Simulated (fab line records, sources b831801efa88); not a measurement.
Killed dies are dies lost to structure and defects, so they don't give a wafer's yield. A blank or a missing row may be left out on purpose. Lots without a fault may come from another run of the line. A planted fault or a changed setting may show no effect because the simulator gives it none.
Which tool did it? | flow sfq_line | 7 lots, 21 wafers sampled, at 4 steps of a route of 325

WHAT THE GAUGES READ, wafer by wafer
SFQ_R5_RS_MEAS_933: measures by four-point-probe.
lot  | measured     | on            | R5_MONX_RS (ohm/sq)
L905 | day 56 13:07 | film_metro-01 | 6.98 6.94 6.92
L907 | day 57 00:10 | film_metro-01 | 7.13 7.15 7.06
L912 | day 57 23:01 | film_metro-02 | 6.98 7.01 6.98
L914 | day 58 04:46 | film_metro-01 | 7.13 7.02 6.93
L916 | day 59 12:28 | film_metro-01 | 7.08 7.14 7.05
L925 | day 61 02:55 | film_metro-02 | 90.94 89.89 94.26
L927 | day 61 21:46 | film_metro-01 | 7.04 7.05 6.98

WHICH TOOL RAN EACH LOT (tool, then ch and the chambers of the sampled wafers, then the start)
lot  | SFQ_TRILAYER_A5B_CMP_CMP_130  | SFQ_TRILAYER_R5_DEP_SPUTTER_132 | SFQ_TRILAYER_R5_DEP_SPUTTER_133
L905 | cmp-02 ch 0,2, day 56 09:17   | pvd_sputter-06, day 56 12:59    | pvd_sputter-06, day 56 13:01
L907 | cmp-01 ch 1,2,3, day 56 19:53 | pvd_sputter-04, day 57 00:05    | pvd_sputter-04, day 57 00:06
L912 | cmp-01 ch 0,1,2, day 57 20:11 | pvd_sputter-05, day 57 22:53    | pvd_sputter-05, day 57 22:55
L914 | cmp-02 ch 0,1,3, day 58 00:26 | pvd_sputter-06, day 58 04:38    | pvd_sputter-06, day 58 04:39
L916 | cmp-01 ch 0,1,2, day 59 09:08 | pvd_sputter-06, day 59 12:20    | pvd_sputter-06, day 59 12:22
L925 | cmp-01 ch 0,1,3, day 60 23:06 | pvd_sputter-06, day 61 02:48    | pvd_sputter-06, day 61 02:49
L927 | cmp-01 ch 0,2,3, day 61 18:29 | pvd_sputter-05, day 61 21:41    | pvd_sputter-05, day 61 21:42
- SFQ_TRILAYER_A5B_CMP_CMP_130: polishes, stops on Nb, target thk 340.7 nm.
- SFQ_TRILAYER_R5_DEP_SPUTTER_132: material Ti, target thk 5 nm, time 5 s.
- SFQ_TRILAYER_R5_DEP_SPUTTER_133: material MoNx, target thk 40 nm, time 66.7 s.

THE ANSWER, worked out from the rows above alone
Rule: what is usual is taken from the lots themselves. Put in order of their means at a reading, lots are off if they are a third of the lots or fewer, leave a main group of 4 or more, and stand apart from it by a gap of 3 or more times the standard deviation of the main group's means; of several such gaps the widest counts. A main group whose means are all the same, to the digits that the tables above print for the reading, isn't used. A lot without any number at a reading at which 4 lots or more have one is off too. The other lots that the step has rows for count as sound.
Off: L925, at SFQ_R5_RS_MEAS_933 (R5_MONX_RS). The main group: mean 7.03 ohm/sq, standard deviation 0.056.
A tool fits if, at a process step before that reading, it ran every lot that is off, and no sound lot after the first of them. The gauges at SFQ_R5_RS_MEAS_933 are tried like those tools. Can't be told from this: 2 tools fit, pvd_sputter-06 at SFQ_TRILAYER_R5_DEP_SPUTTER_132 and SFQ_TRILAYER_R5_DEP_SPUTTER_133, film_metro-02 at SFQ_R5_RS_MEAS_933.

WHAT THE SIMULATOR HAD PUT IN
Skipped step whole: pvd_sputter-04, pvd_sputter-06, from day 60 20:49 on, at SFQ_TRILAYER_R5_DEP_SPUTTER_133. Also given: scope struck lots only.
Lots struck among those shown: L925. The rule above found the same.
